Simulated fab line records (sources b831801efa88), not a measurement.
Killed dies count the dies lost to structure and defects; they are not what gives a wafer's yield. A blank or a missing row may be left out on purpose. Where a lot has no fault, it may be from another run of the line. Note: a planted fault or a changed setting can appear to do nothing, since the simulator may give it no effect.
Struck lot and sound lot, side by side :: flow gf180mcu :: 14 steps out of a route of 602
Sound: wafers L619.3, L619.4, L619.5. The struck wafers were L638.3, L638.4, L638.6. Last of all comes the cause.
Order at every step that has rows: each side's tool, ch and its chambers, its first start. Under that, the readings that differ: sound wafers :: struck wafers :: difference of the means :: sigmas: that difference in standard deviations of wafers without a fault.
alike: same words and numbers on both sides, and readings whose means sit less than 2 such deviations apart. not compared: any withheld reading, any reading some wafer has no value for, any bound like >300 that may hide the same value, and any number with overlapping values for which the record gives no deviation.
The two part at a step that has a row with sigmas, a row that says differs or no value, or rows on one side only. When numbers do not overlap yet have no deviation, they are printed without sigmas and do not part them. A reading that every wafer of one side lacks parts them only if that side has two wafers or more.

first, 2 steps without rows for these wafers: GF_M5_CLEAN_13 (cleans in DIW); GF_V5_CVD_00 (deposits SiO2, target thk 300 nm, time 50 s).
GF_V5_THK_MEAS_01:
  sound on filmMetro-01, day 26 08:13; struck on filmMetro-02, day 32 01:20
  alike: V5_CVD_00_THK
GF_V5_CVD_02: deposits SiO2 from TEOS, target thk 1450 nm, time 163.28 s.
  sound on pecvd-01 ch 0,1, day 26 08:16; struck on pecvd-01 ch 1,2, day 32 01:23
  alike: heaterPowerW, susceptorTempC
  not compared: sinceWetCleanH
GF_V5_THK_MEAS_03:
  sound on filmMetro-04, day 26 08:23; struck on filmMetro-01, day 32 01:31
  alike: V5_CVD_02_THK
GF_V5_CMP_04: polishes SiO2.
  sound on cmp-01 ch 0,2,3, day 26 08:28; struck on cmp-02 ch 0,3, day 32 01:38
  alike: motorCurrentA, retainingRingPressureFrac
GF_V5_BOW_MEAS_05:
  sound on filmMetro-02, day 26 08:46; struck on filmMetro-04, day 32 01:59
  alike: V5_BOW
then, 5 steps without rows for these wafers: GF_V5_DEHYDRATE_06 (time 60 s); GF_V5_HMDS_07 (prime time 60 s); GF_V5_COAT_08; GF_V5_COAT_09 (resist thk 1000 nm); GF_V5_SOFTBAKE_10 (time 60 s).
GF_V5_EXPOSE_11: exposes mask Via5, target cd 260 nm.
  sound on krfScanner-02 ch 0, day 26 19:46; struck on krfScanner-01, day 32 10:16
  no value came back on the struck wafers for exposureDoseMJCm2, focusOffsetNm (nm); on the sound wafers exposureDoseMJCm2 reads 38.67 38.55 38.63
  alike: mask
then, 1 step without rows for these wafers: GF_V5_PEB_12 (peb time 90 s).

WHERE THEY PART
Only at GF_V5_EXPOSE_11, within this record.

WHY: what the simulator had put in
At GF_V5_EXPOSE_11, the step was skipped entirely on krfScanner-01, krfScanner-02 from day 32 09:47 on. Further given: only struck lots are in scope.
